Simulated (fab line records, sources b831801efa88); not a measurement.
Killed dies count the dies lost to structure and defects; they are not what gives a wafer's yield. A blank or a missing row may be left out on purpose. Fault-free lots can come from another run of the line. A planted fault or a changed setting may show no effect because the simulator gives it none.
8D (eight disciplines) problem report, filled in by code / flow sky130 / the parts of the form that need people (team, actions taken, sign-off) are left out

== 1. WHAT IS WRONG ==
Mean METAL5_ALCU_RS at SKY_METAL5_RS_MEAS_05: 0.02224 ohm/sq over 4 wafers in 3 lots; fault-free wafers: 0.02691 ohm/sq, standard deviation 0.00027. Relative to the usual mean, that is a shift of -17 standard deviations.
The step: measures by four-point-probe.
First seen on wafer L668.4, day 44 20:01, on film-metro-01. Wafers with a number at this step in the record: 45, from 15 lots. Rule for "out", or "out of limits": more than 4 standard deviations from the usual mean. The rest of the wafers with a number are treated as sound.

== 2. WHAT IT IS, WHAT IT ISN'T ==
question=which readings at this step | is=METAL5_ALCU_RS | is not=-
question=which lots | is=L668, L670, L672 | is not=L663, L665, L666, L669, L671, L675, L677, L679, L681, L683, L684, L685
question=which wafers of those lots | is=L668.4, L668.5, L670.4, L672.4 | is not=L668.1, L670.2, L670.6, L672.1, L672.6
question=read on which gauges | is=film-metro-01, film-metro-03, film-metro-04 | is not=-
question=when | is=from day 44 20:01 | is not=up to then (10 sound wafers); but 31 sound wafers of L669, L670, L671, L672, L675, L677, L679, L681, L683, L684, L685 came after

== 3. THE SUSPECTS, EACH WITH WHAT RULES IT OUT ==
Counting: any tool at a process step up to the reading remains a suspect provided it ran every lot that is out. Sound lots after the first of them don't rule it out here, since some wafers of a struck lot are sound.
- ruled out: the gauge at SKY_METAL5_RS_MEAS_05. Those wafers that are out were read across 3 gauges (film-metro-01, film-metro-03, film-metro-04).
- pvd-sputter-04 at SKY_METAL5_SPUTTER_02 (material AlCu, target thk 1150 nm, time 61.2 s): kept. It ran every lot that is out, first L668 (day 44 19:53); its last sound lot up to then is L665 (day 44 07:02).
Remaining after the count: pvd-sputter-04 at SKY_METAL5_SPUTTER_02.

== 4. THE CAUSE (what the simulator had put in) ==
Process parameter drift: pvd-sputter-04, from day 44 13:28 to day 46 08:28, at SKY_METAL5_SPUTTER_02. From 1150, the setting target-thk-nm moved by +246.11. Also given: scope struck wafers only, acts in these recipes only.
After counting, this tool was the only one left.

== 5. SEQUENCE OF EFFECTS, ordered by route ==
Each row: a reading where the mean over the struck wafers with a number is more than 3 standard deviations away from the usual. Only readings for which the record gives a usual standard deviation are gone through. hours: the time from each lot's start at the first step in this table that gives one to its start at this step, as a median over the lots. sigmas: the change in usual standard deviations.
hours=0; step=SKY_METAL5_RS_MEAS_05; reading=METAL5_ALCU_RS; usual=0.02691 ohm/sq; on struck wafers=0.02224; change=-0.00467; sigmas=-17
hours=0; step=SKY_METAL5_THK_MEAS_06; reading=METAL5_ALCU_THK; usual=1174 nm; on struck wafers=1423; change=+249; sigmas=+19
hours=22; step=SKY_METAL5_METAL_ETCH_15; reading=oes-product-au; usual=0.894 a.u.; on struck wafers=0.981; change=+0.087; sigmas=+17
Here are the process steps it includes:
- SKY_METAL5_METAL_ETCH_15: etches the open film in Cl2/BCl3, stops on SiO2, target depth 1260 nm, time 252 s.

== 6. WHAT WOULD HAVE CAUGHT IT SOONER ==
Counted from the fault's start at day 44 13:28, it took 7 hours until the first out-of-limits reading at a measuring or inspecting step in this record, taken at day 44 20:01.
Tool readings at SKY_METAL5_SPUTTER_02 with a usual standard deviation given in the record: none out on any struck wafer, hence no alarm at a limit of 4 standard deviations on them.
Of the lots that are out (3), L670, L672 began SKY_METAL5_SPUTTER_02 on pvd-sputter-04 after day 44 20:01. A hold on the tool at that time would have spared those 2.
